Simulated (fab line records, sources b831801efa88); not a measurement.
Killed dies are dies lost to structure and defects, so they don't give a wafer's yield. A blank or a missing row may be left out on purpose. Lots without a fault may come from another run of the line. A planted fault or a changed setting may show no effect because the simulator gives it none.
One fault seen from 2 desks | flow gf180mcu | each desk has only its own numbers; what lay behind them comes last

THE TOOL OWNER'S DESK: litho_track-02
The tool's own readings at GF_STI_PEB_10 (peb time 90 s): means of the sampled wafers that have a number, for each lot that ran on this tool. A lot is out of limits, marked OUT, if its mean lies more than 4 standard deviations from the usual mean; the brackets give that distance.
Columns: A = heater_power_total_W at GF_STI_PEB_10, usual 85.71 W; B = plate_temp_C at GF_STI_PEB_10, usual 135.00 C
lot  | first seen here | A                       | B
L143 | day 2 08:38     | 85.67                   | 135.19
L151 | day 4 01:47     | 85.74                   | 134.98
L152 | day 4 07:29     | 85.66                   | 134.89
L159 | day 5 15:55     | 85.78                   | 135.16
L160 | day 5 21:23     | 71.42 (-99 or more) OUT | 117.57 (-99 or more) OUT
L162 | day 6 08:17     | 71.29 (-99 or more) OUT | 117.32 (-99 or more) OUT
This desk's finding: out of limits on L160, L162; first on L160, day 5 21:23 (heater_power_total_W at GF_STI_PEB_10). In limits: L143, L151, L152, L159.

THE METROLOGY DESK
What the gauges read, lot by lot, whatever tool the lot ran on: means of the sampled wafers that have a number. A lot is out of limits, marked OUT, if its mean lies more than 4 standard deviations from the usual mean; the brackets give that distance.
Columns: A = STI_OXIDATION_THK at GF_STI_THK_MEAS_02, usual 9.91 nm; B = cd_nm at GF_STI_CD_MEAS_12, usual 220.0 nm; C = LVPWELL_OVL at GF_LVPWELL_OVL_MEAS_07, usual 1.4 nm; D = NSD_OVL at GF_NSD_OVL_MEAS_08, usual 0.2 nm
lot  | first seen here | A     | B                       | C   | D
L143 | day 1 20:27     | 10.02 | 219.9                   | 1.4 | -1.1
L145 | day 2 06:06     | 9.94  | 220.9                   | 0.7 | -0.8
L144 | day 2 06:07     | 9.92  | 219.9                   | 0.6 | 0.2
L149 | day 3 03:57     | 10.07 | 222.0                   | 3.2 | 2.9
L150 | day 3 03:57     | 10.33 | 219.2                   | 1.4 | 0.2
L151 | day 3 12:32     | 10.19 | 219.7                   | 1.6 | 0.6
L152 | day 3 18:01     | 10.02 | 218.6                   | 4.0 | 0.4
L153 | day 3 22:24     | 9.85  | 220.3                   | 0.2 | 1.1
L155 | day 4 06:20     | 9.81  | 220.7                   | 2.1 | -1.5
L159 | day 5 00:34     | 9.55  | 220.5                   | 1.8 | 1.8
L160 | day 5 05:31     | 10.08 | 335.2 (+99 or more) OUT | -   | -
L162 | day 5 15:52     | 9.95  | 333.5 (+99 or more) OUT | -   | -
L163 | day 5 20:31     | 10.07 | 219.9                   | 1.0 | 1.1
L164 | day 6 01:31     | 10.16 | 220.6                   | 0.6 | -0.1
This desk's finding: out of limits on L160, L162; first on L160, day 5 21:44 (cd_nm at GF_STI_CD_MEAS_12). In limits: L143, L145, L144, L149, L150, L151, L152, L153, L155, L159, L163, L164.

PUT TOGETHER
The tool owner's desk could have raised an alarm at day 5 21:23, on L160, L162.
The metrology desk could have raised an alarm at day 5 21:44, on L160, L162.
Of the lots named, all ran GF_STI_PEB_10 on litho_track-02.

WHAT THE SIMULATOR HAD PUT IN
Process parameter drift: litho_track-02, from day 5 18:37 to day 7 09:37, at GF_STI_PEB_10. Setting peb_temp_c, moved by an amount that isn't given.
Lots struck among those shown: L160, L162.
Hours from the fault's start to each desk's first reading out of limits: the tool owner's desk, 3; the metrology desk, 3.
